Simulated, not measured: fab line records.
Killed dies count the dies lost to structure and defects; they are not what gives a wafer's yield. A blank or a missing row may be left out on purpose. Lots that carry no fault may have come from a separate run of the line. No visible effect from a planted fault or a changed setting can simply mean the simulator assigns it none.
The tool behind it: which one? -- flow sky130 -- Sampling: 6 lots, 18 wafers, 3 of 708 route steps

WHAT THE GAUGES SHOWED, per wafer
SKY_VIA1_BOW_MEAS_03.
lot,measured,on,VIA1_BOW (um)
L714,day 33 03:01,film metro-02,80 77 81
L718,day 34 10:18,film metro-04,87 77 82
L720,day 35 04:14,film metro-02,75 80 67
L723,day 36 08:53,film metro-01,75 75 84
L726,day 37 05:04,film metro-01,75 81 82
L734,day 39 10:52,film metro-02,66 65 74

EACH LOT AND THE TOOL THAT RAN IT (in order: tool; ch and the chambers of the sampled wafers; start)
lot,SKY_LDD_N_IMPLANT_13,SKY_METAL1_SPUTTER_03
L714,"implanter-03 ch 0, day 17 22:15","pvd sputter-04, day 31 21:53"
L718,"implanter-03 ch 0, day 19 14:10","pvd sputter-01, day 33 05:39"
L720,"implanter-01 ch 0, day 20 08:59","pvd sputter-04, day 33 23:48"
L723,"implanter-01 ch 0, day 21 17:52","pvd sputter-04, day 35 05:06"
L726,"implanter-01 ch 0, day 22 17:40","pvd sputter-01, day 36 01:15"
L734,"implanter-01 ch 0, day 25 07:26","pvd sputter-01, day 38 08:34"
- SKY_LDD_N_IMPLANT_13
- SKY_METAL1_SPUTTER_03: material Ti, target thk 5 nm, time 3.3 s.

THE ANSWER, worked out from the rows above alone
Rule: usual is defined by the lots themselves. The widest of any qualifying gaps counts: lots, ordered by their means at a reading, are off when they make up no more than a third of the lots, leave a main group of 4 or more, and stand apart from it by 3 or more times the standard deviation of that group's means. A main group is skipped when, at the precision printed for the reading in the tables above, its means are all equal. A lot without any number at a reading at which 4 lots or more have one is off too. Where the step has rows for the other lots, those lots are counted as sound.
No lot is off at any reading shown: from this, nothing can be told.

WHAT THE SIMULATOR HAD PUT IN
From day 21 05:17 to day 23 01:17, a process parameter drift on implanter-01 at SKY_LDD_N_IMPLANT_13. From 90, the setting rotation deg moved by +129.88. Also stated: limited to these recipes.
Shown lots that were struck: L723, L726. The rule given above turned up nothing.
